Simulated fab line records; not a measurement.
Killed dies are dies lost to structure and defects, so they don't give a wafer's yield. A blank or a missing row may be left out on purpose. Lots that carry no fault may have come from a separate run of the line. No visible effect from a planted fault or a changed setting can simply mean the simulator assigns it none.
fab line records / flow sfq-line
record lots=6 wafers=18 last-day=87
route steps=325 shown L0V@27 M0@28
lots with no fault: from the same line, run without faults
start-h: the number of hours between the record's first day and the start of the first shown wafer of the lot / wait-h: how many hours have passed since the lot's step before this one / " same as the row above / L1.1+2: one row covering several wafers at once / - value missing, or start not given / * or withheld: withheld / < > ~ a bound
route shown NAME@n: a module of which the file shows steps, and the number in the route of the first / usual: mean and standard deviation over wafers with no fault / same: alike in all rows / chamber/n: place in a boat / sites: per-site readings / _std_site: the values' standard deviation / _edge_site: mean of outer sites minus mean of inner sites / radius-mm: for every site, how far away it sits from the centre of the wafer / mask NAME#n: copy n / behind: the last tool/chamber to shape the wafer / hold: cause of the lot's hold/its duration in hours/its outcome / device: transistor that didn't switch, given as n, p or np / end of line: the same wafers' tests at the end of the route / a step without rows: its recipe alone / killed: dies lost to structure and defects at the first sort, not the wafer's yield / map: shows each die of a wafer: x if killed, . if not, _ if none is there
set.NAME: the setting that was run; set.NAME@STEP: the one run at that earlier step / model.NAME: the simulator's own value behind a step, which no gauge read
lots at some steps of the route; a table a step, a row a wafer
services: the hour from which a tool's chamber was out of use, counted from the record's first day as start-h (under 0 if before that day), plus the number of hours and why
## steps
# step SFQ_TRILAYER_L0_VIA_STRIP_SOLV_CLEAN_018
# recipe chemistry=NMP temp-c=70 time-s=600
# step SFQ_TRILAYER_M0_DEP_PRE_CLEAN_020
# recipe gas=Ar time-s=15 bias-v=250
# step SFQ_TRILAYER_M0_DEP_SPUTTER_019
# recipe material=Nb base-pressure-pa=1.33e-06 chamber-pressure-pa=0.1333 substrate-temp-c=20 resputter-cathode-voltage-v=400 target-thk-nm=200 power-w=2000 time-s=133.3
# usual throttle-valve-pct=30.0/1.4
lot.wafer=L727.1 tool=pvd-sputter-05 chamber=- start-h=107.38 wait-h=0.0 throttle-valve-pct=30.8
lot.wafer=L727.3 tool=pvd-sputter-05 chamber=- start-h=107.38 wait-h=0.0 throttle-valve-pct=31.9
lot.wafer=L727.5 tool=pvd-sputter-05 chamber=- start-h=107.38 wait-h=0.0 throttle-valve-pct=31.9
lot.wafer=L733.1 tool=pvd-sputter-06 chamber=- start-h=155.87 wait-h=16.3 throttle-valve-pct=30.4
lot.wafer=L733.2 tool=pvd-sputter-06 chamber=- start-h=155.87 wait-h=16.3 throttle-valve-pct=30.0
lot.wafer=L733.6 tool=pvd-sputter-06 chamber=- start-h=155.87 wait-h=16.3 throttle-valve-pct=30.3
lot.wafer=L743.1 tool=pvd-sputter-05 chamber=- start-h=276.35 wait-h=0.0 throttle-valve-pct=31.8
lot.wafer=L743.4 tool=pvd-sputter-05 chamber=- start-h=276.35 wait-h=0.0 throttle-valve-pct=29.4
lot.wafer=L743.5 tool=pvd-sputter-05 chamber=- start-h=276.35 wait-h=0.0 throttle-valve-pct=31.4
lot.wafer=L744.2 tool=pvd-sputter-06 chamber=- start-h=281.75 wait-h=0.0 throttle-valve-pct=29.8
lot.wafer=L744.3 tool=pvd-sputter-06 chamber=- start-h=281.75 wait-h=0.0 throttle-valve-pct=30.0
lot.wafer=L744.6 tool=pvd-sputter-06 chamber=- start-h=281.75 wait-h=0.0 throttle-valve-pct=29.7
lot.wafer=L746.2 tool=pvd-sputter-06 chamber=- start-h=299.15 wait-h=0.0 throttle-valve-pct=30.1
lot.wafer=L746.4 tool=pvd-sputter-06 chamber=- start-h=299.15 wait-h=0.0 throttle-valve-pct=29.7
lot.wafer=L746.6 tool=pvd-sputter-06 chamber=- start-h=299.15 wait-h=0.0 throttle-valve-pct=29.5
lot.wafer=L748.1 tool=pvd-sputter-05 chamber=- start-h=308.75 wait-h=0.0 throttle-valve-pct=31.2
lot.wafer=L748.3 tool=pvd-sputter-05 chamber=- start-h=308.75 wait-h=0.0 throttle-valve-pct=29.4
lot.wafer=L748.4 tool=pvd-sputter-05 chamber=- start-h=308.75 wait-h=0.0 throttle-valve-pct=31.9
# step SFQ_M0_RS_MEAS_904
# recipe thk-meas-gauge=four-point-probe reads=Nb_of_TRILAYER_M0_DEP_SPUTTER_019
# usual M0_NB_RS=0.890/0.0092
lot.wafer=L727.1 tool=film-metro-02 chamber=- start-h=107.47 wait-h=0.0 M0_NB_RS[ohm/sq]=0.879
lot.wafer=L727.3 tool=film-metro-02 chamber=- start-h=107.47 wait-h=0.0 M0_NB_RS[ohm/sq]=0.895
lot.wafer=L727.5 tool=film-metro-02 chamber=- start-h=107.47 wait-h=0.0 M0_NB_RS[ohm/sq]=0.896
lot.wafer=L733.1 tool=film-metro-03 chamber=- start-h=155.96 wait-h=0.0 M0_NB_RS[ohm/sq]=0.897
lot.wafer=L733.2 tool=film-metro-03 chamber=- start-h=155.96 wait-h=0.0 M0_NB_RS[ohm/sq]=0.901
lot.wafer=L733.6 tool=film-metro-03 chamber=- start-h=155.96 wait-h=0.0 M0_NB_RS[ohm/sq]=0.909
lot.wafer=L743.1 tool=film-metro-03 chamber=- start-h=276.44 wait-h=0.0 M0_NB_RS[ohm/sq]=0.903
lot.wafer=L743.4 tool=film-metro-03 chamber=- start-h=276.44 wait-h=0.0 M0_NB_RS[ohm/sq]=0.907
lot.wafer=L743.5 tool=film-metro-03 chamber=- start-h=276.44 wait-h=0.0 M0_NB_RS[ohm/sq]=0.900
lot.wafer=L744.2 tool=film-metro-04 chamber=- start-h=281.86 wait-h=0.1 M0_NB_RS[ohm/sq]=0.894
lot.wafer=L744.3 tool=film-metro-04 chamber=- start-h=281.86 wait-h=0.1 M0_NB_RS[ohm/sq]=0.889
lot.wafer=L744.6 tool=film-metro-04 chamber=- start-h=281.86 wait-h=0.1 M0_NB_RS[ohm/sq]=0.901
lot.wafer=L746.2 tool=film-metro-02 chamber=- start-h=299.26 wait-h=0.1 M0_NB_RS[ohm/sq]=0.877
lot.wafer=L746.4 tool=film-metro-02 chamber=- start-h=299.26 wait-h=0.1 M0_NB_RS[ohm/sq]=0.880
lot.wafer=L746.6 tool=film-metro-02 chamber=- start-h=299.26 wait-h=0.1 M0_NB_RS[ohm/sq]=0.884
lot.wafer=L748.1 tool=film-metro-03 chamber=- start-h=308.84 wait-h=0.0 M0_NB_RS[ohm/sq]=0.889
lot.wafer=L748.3 tool=film-metro-03 chamber=- start-h=308.84 wait-h=0.0 M0_NB_RS[ohm/sq]=0.900
lot.wafer=L748.4 tool=film-metro-03 chamber=- start-h=308.84 wait-h=0.0 M0_NB_RS[ohm/sq]=0.891
# step SFQ_TRILAYER_M0_LITHO_COAT_026
# recipe resist=BARC spin-rpm=3000 resist-thk-nm=62
# step SFQ_TRILAYER_M0_LITHO_COAT_021
# recipe resist=KrF spin-rpm=3000 resist-thk-nm=600
# step SFQ_TRILAYER_M0_LITHO_SOFTBAKE_025
# recipe temp-c=withheld time-s=withheld resist=KrF
# step SFQ_TRILAYER_M0_LITHO_EXPOSE_022
# recipe mask-id=M0 na=0.6 source-shape=conventional sigma-outer=0.65 target-cd-nm=500 dose-mj=14.4
# step SFQ_TRILAYER_M0_LITHO_PEB_024
# recipe peb-temp-c=115 peb-time-s=60 resist=KrF
# step SFQ_TRILAYER_M0_LITHO_DEVELOP_023
# recipe time-s=60 resist=KrF
# step SFQ_M0_OVL_MEAS_906
# usual M0_OVL=-1/4.3
lot.wafer=L727.1 tool=overlay-01 chamber=- start-h=181.66 wait-h=0.1 M0_OVL[nm]=5
lot.wafer=L727.3 tool=overlay-01 chamber=- start-h=181.66 wait-h=0.1 M0_OVL[nm]=6
lot.wafer=L727.5 tool=overlay-01 chamber=- start-h=181.66 wait-h=0.1 M0_OVL[nm]=1
lot.wafer=L733.1 tool=overlay-01 chamber=- start-h=240.51 wait-h=0.1 M0_OVL[nm]=-1
lot.wafer=L733.2 tool=overlay-01 chamber=- start-h=240.51 wait-h=0.1 M0_OVL[nm]=2
lot.wafer=L733.6 tool=overlay-01 chamber=- start-h=240.51 wait-h=0.1 M0_OVL[nm]=-7
lot.wafer=L743.1 tool=overlay-02 chamber=- start-h=402.27 wait-h=0.1 M0_OVL[nm]=-5
lot.wafer=L743.4 tool=overlay-02 chamber=- start-h=402.27 wait-h=0.1 M0_OVL[nm]=-2
lot.wafer=L743.5 tool=overlay-02 chamber=- start-h=402.27 wait-h=0.1 M0_OVL[nm]=2
lot.wafer=L744.2 tool=overlay-02 chamber=- start-h=407.08 wait-h=0.1 M0_OVL[nm]=-2
lot.wafer=L744.3 tool=overlay-02 chamber=- start-h=407.08 wait-h=0.1 M0_OVL[nm]=5
lot.wafer=L744.6 tool=overlay-02 chamber=- start-h=407.08 wait-h=0.1 M0_OVL[nm]=-6
lot.wafer=L746.2 tool=overlay-01 chamber=- start-h=433.90 wait-h=0.1 M0_OVL[nm]=-10
lot.wafer=L746.4 tool=overlay-01 chamber=- start-h=433.90 wait-h=0.1 M0_OVL[nm]=-12
lot.wafer=L746.6 tool=overlay-01 chamber=- start-h=433.90 wait-h=0.1 M0_OVL[nm]=-9
lot.wafer=L748.1 tool=overlay-02 chamber=- start-h=444.69 wait-h=0.1 M0_OVL[nm]=-13
lot.wafer=L748.3 tool=overlay-02 chamber=- start-h=444.69 wait-h=0.1 M0_OVL[nm]=-3
lot.wafer=L748.4 tool=overlay-02 chamber=- start-h=444.69 wait-h=0.1 M0_OVL[nm]=-5
# step SFQ_TRILAYER_M0_BARC_OPEN_METAL_ETCH_031
# recipe mask-material=PR chemistry=O2 target-depth-nm=125 target=BARC icp-w=600 bias-w=80 pressure-mtorr=10 time-s=41.7
# usual bias-w=79.95/0.24 drypump-motor-current-A=5.93/0.24 oes-product-au=0.685/0.0045
lot.wafer=L727.1 tool=rie-metal-02 chamber=0 start-h=181.69 wait-h=0.0 bias-w=79.55 drypump-motor-current-A=5.63 oes-product-au=0.681 rf-hours-counter-h=29
lot.wafer=L727.3 tool=rie-metal-02 chamber=1 start-h=181.69 wait-h=0.0 bias-w=79.82 drypump-motor-current-A=5.75 oes-product-au=0.683 rf-hours-counter-h=-
lot.wafer=L727.5 tool=rie-metal-02 chamber=0 start-h=181.69 wait-h=0.0 bias-w=79.80 drypump-motor-current-A=5.63 oes-product-au=0.679 rf-hours-counter-h=-
lot.wafer=L733.1 tool=rie-metal-03 chamber=1 start-h=240.54 wait-h=0.0 bias-w=80.01 drypump-motor-current-A=5.98 oes-product-au=0.684 rf-hours-counter-h=30
lot.wafer=L733.2 tool=rie-metal-03 chamber=0 start-h=240.54 wait-h=0.0 bias-w=79.74 drypump-motor-current-A=5.90 oes-product-au=0.683 rf-hours-counter-h=149
lot.wafer=L733.6 tool=rie-metal-03 chamber=1 start-h=240.54 wait-h=0.0 bias-w=79.96 drypump-motor-current-A=5.96 oes-product-au=0.683 rf-hours-counter-h=-
lot.wafer=L743.1 tool=rie-metal-02 chamber=1 start-h=402.31 wait-h=0.0 bias-w=79.93 drypump-motor-current-A=5.71 oes-product-au=0.687 rf-hours-counter-h=150
lot.wafer=L743.4 tool=rie-metal-02 chamber=0 start-h=402.31 wait-h=0.0 bias-w=83.29 drypump-motor-current-A=5.66 oes-product-au=0.686 rf-hours-counter-h=-
lot.wafer=L743.5 tool=rie-metal-02 chamber=0 start-h=402.31 wait-h=0.0 bias-w=83.58 drypump-motor-current-A=5.64 oes-product-au=0.688 rf-hours-counter-h=-
lot.wafer=L744.2 tool=rie-metal-02 chamber=1 start-h=407.11 wait-h=0.0 bias-w=79.75 drypump-motor-current-A=5.74 oes-product-au=0.685 rf-hours-counter-h=151
lot.wafer=L744.3 tool=rie-metal-02 chamber=0 start-h=407.11 wait-h=0.0 bias-w=83.57 drypump-motor-current-A=5.65 oes-product-au=0.691 rf-hours-counter-h=-
lot.wafer=L744.6 tool=rie-metal-02 chamber=0 start-h=407.11 wait-h=0.0 bias-w=83.30 drypump-motor-current-A=5.63 oes-product-au=0.683 rf-hours-counter-h=-
lot.wafer=L746.2 tool=rie-metal-01 chamber=1 start-h=433.93 wait-h=0.0 bias-w=80.34 drypump-motor-current-A=6.26 oes-product-au=0.688 rf-hours-counter-h=50
lot.wafer=L746.4 tool=rie-metal-01 chamber=0 start-h=433.93 wait-h=0.0 bias-w=79.75 drypump-motor-current-A=6.00 oes-product-au=0.688 rf-hours-counter-h=-
lot.wafer=L746.6 tool=rie-metal-01 chamber=0 start-h=433.93 wait-h=0.0 bias-w=80.08 drypump-motor-current-A=6.07 oes-product-au=0.692 rf-hours-counter-h=-
lot.wafer=L748.1 tool=rie-metal-01 chamber=1 start-h=444.73 wait-h=0.0 bias-w=79.72 drypump-motor-current-A=6.29 oes-product-au=0.681 rf-hours-counter-h=51
lot.wafer=L748.3 tool=rie-metal-01 chamber=0 start-h=444.73 wait-h=0.0 bias-w=80.05 drypump-motor-current-A=6.06 oes-product-au=0.679 rf-hours-counter-h=-
lot.wafer=L748.4 tool=rie-metal-01 chamber=1 start-h=444.73 wait-h=0.0 bias-w=79.74 drypump-motor-current-A=6.27 oes-product-au=0.684 rf-hours-counter-h=-
# step SFQ_TRILAYER_M0_ETCH_METAL_ETCH_024
# recipe target=Nb stop-on=SiO2 mask-material=PR chemistry=Cl2/Ar target-depth-nm=240 icp-w=600 bias-w=80 pressure-mtorr=10 time-s=120
# usual bias-w=79.98/0.25 drypump-motor-current-A=5.92/0.24 oes-product-au=0.893/0.0067
lot.wafer=L727.1 tool=rie-metal-02 chamber=0 start-h=181.75 wait-h=0.0 bias-w=79.44 drypump-motor-current-A=5.65 oes-product-au=0.904 rf-hours-counter-h=29
lot.wafer=L727.3 tool=rie-metal-02 chamber=1 start-h=181.75 wait-h=0.0 bias-w=80.00 drypump-motor-current-A=5.75 oes-product-au=0.896 rf-hours-counter-h=-
lot.wafer=L727.5 tool=rie-metal-02 chamber=0 start-h=181.75 wait-h=0.0 bias-w=79.29 drypump-motor-current-A=5.63 oes-product-au=0.892 rf-hours-counter-h=-
lot.wafer=L733.1 tool=rie-metal-03 chamber=1 start-h=240.60 wait-h=0.0 bias-w=80.21 drypump-motor-current-A=5.96 oes-product-au=0.888 rf-hours-counter-h=30
lot.wafer=L733.2 tool=rie-metal-03 chamber=0 start-h=240.60 wait-h=0.0 bias-w=80.18 drypump-motor-current-A=5.97 oes-product-au=0.888 rf-hours-counter-h=149
lot.wafer=L733.6 tool=rie-metal-03 chamber=1 start-h=240.60 wait-h=0.0 bias-w=80.05 drypump-motor-current-A=5.97 oes-product-au=0.881 rf-hours-counter-h=-
lot.wafer=L743.1 tool=rie-metal-02 chamber=1 start-h=402.37 wait-h=0.0 bias-w=79.94 drypump-motor-current-A=5.77 oes-product-au=0.886 rf-hours-counter-h=150
lot.wafer=L743.4 tool=rie-metal-02 chamber=0 start-h=402.37 wait-h=0.0 bias-w=79.62 drypump-motor-current-A=5.64 oes-product-au=0.881 rf-hours-counter-h=-
lot.wafer=L743.5 tool=rie-metal-02 chamber=0 start-h=402.37 wait-h=0.0 bias-w=79.79 drypump-motor-current-A=5.63 oes-product-au=0.892 rf-hours-counter-h=-
lot.wafer=L744.2 tool=rie-metal-02 chamber=1 start-h=407.17 wait-h=0.0 bias-w=80.34 drypump-motor-current-A=5.72 oes-product-au=0.887 rf-hours-counter-h=151
lot.wafer=L744.3 tool=rie-metal-02 chamber=0 start-h=407.17 wait-h=0.0 bias-w=80.11 drypump-motor-current-A=5.64 oes-product-au=0.905 rf-hours-counter-h=-
lot.wafer=L744.6 tool=rie-metal-02 chamber=0 start-h=407.17 wait-h=0.0 bias-w=79.57 drypump-motor-current-A=5.65 oes-product-au=0.880 rf-hours-counter-h=-
lot.wafer=L746.2 tool=rie-metal-01 chamber=1 start-h=434.01 wait-h=0.1 bias-w=80.26 drypump-motor-current-A=6.29 oes-product-au=0.896 rf-hours-counter-h=50
lot.wafer=L746.4 tool=rie-metal-01 chamber=0 start-h=434.01 wait-h=0.1 bias-w=80.13 drypump-motor-current-A=6.08 oes-product-au=0.892 rf-hours-counter-h=-
lot.wafer=L746.6 tool=rie-metal-01 chamber=0 start-h=434.01 wait-h=0.1 bias-w=80.34 drypump-motor-current-A=6.11 oes-product-au=0.897 rf-hours-counter-h=-
lot.wafer=L748.1 tool=rie-metal-01 chamber=1 start-h=444.79 wait-h=0.0 bias-w=79.47 drypump-motor-current-A=6.29 oes-product-au=0.901 rf-hours-counter-h=51
lot.wafer=L748.3 tool=rie-metal-01 chamber=0 start-h=444.79 wait-h=0.0 bias-w=79.97 drypump-motor-current-A=6.11 oes-product-au=0.894 rf-hours-counter-h=-
lot.wafer=L748.4 tool=rie-metal-01 chamber=1 start-h=444.79 wait-h=0.0 bias-w=79.53 drypump-motor-current-A=6.27 oes-product-au=0.891 rf-hours-counter-h=-
## services
tool=pvd-sputter-05 chamber=- start-h=87.02 hours=6.4 kind=repair
tool=rie-metal-01 chamber=1 start-h=100.84 hours=- kind=clean
tool=rie-metal-01 chamber=1 start-h=100.84 hours=18.1 kind=scheduled-down
tool=rie-metal-01 chamber=1 start-h=100.84 hours=18.1 kind=vent-cycle
tool=rie-metal-01 chamber=- start-h=171.02 hours=0.2 kind=repair
tool=rie-metal-02 chamber=0 start-h=175.34 hours=5.9 kind=repair
tool=pvd-sputter-05 chamber=- start-h=195.40 hours=3.0 kind=repair
tool=pvd-sputter-06 chamber=- start-h=217.73 hours=7.5 kind=repair
tool=rie-metal-02 chamber=0 start-h=255.51 hours=19.2 kind=repair
tool=pvd-sputter-06 chamber=- start-h=320.77 hours=1.3 kind=repair
tool=rie-metal-01 chamber=- start-h=365.35 hours=0.3 kind=repair
tool=rie-metal-01 chamber=0 start-h=372.32 hours=9.3 kind=repair
tool=rie-metal-01 chamber=0 start-h=381.66 hours=- kind=clean
tool=rie-metal-01 chamber=0 start-h=381.66 hours=20.2 kind=scheduled-down
tool=rie-metal-01 chamber=0 start-h=381.66 hours=20.2 kind=vent-cycle
tool=rie-metal-03 chamber=0 start-h=411.63 hours=- kind=clean
tool=rie-metal-03 chamber=0 start-h=411.63 hours=28.5 kind=scheduled-down
tool=rie-metal-03 chamber=0 start-h=411.63 hours=28.5 kind=vent-cycle
tool=pvd-sputter-06 chamber=- start-h=421.83 hours=5.0 kind=repair
tool=pvd-sputter-06 chamber=- start-h=433.15 hours=1.4 kind=repair
tool=pvd-sputter-05 chamber=- start-h=442.61 hours=1.7 kind=repair
## key
first-sign step=SFQ_TRILAYER_M0_BARC_OPEN_METAL_ETCH_031 reading=bias-w direction=up sigmas=15 usual=79.95 struck=83.44
effect none on later readings
met-at SFQ_TRILAYER_M0_BARC_OPEN_METAL_ETCH_031
struck-wafers L743.4,L743.5,L744.3,L744.6
onset-between 181.69 402.31
fault kind=process-parameter-drift tool=rie-metal-02 chamber=0 onset-h=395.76 steps=SFQ_TRILAYER_M0_BARC_OPEN_METAL_ETCH_031 channel=bias-w offset=3.4067 shape=step end-h=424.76 acts-in=these-recipes-only stated=80
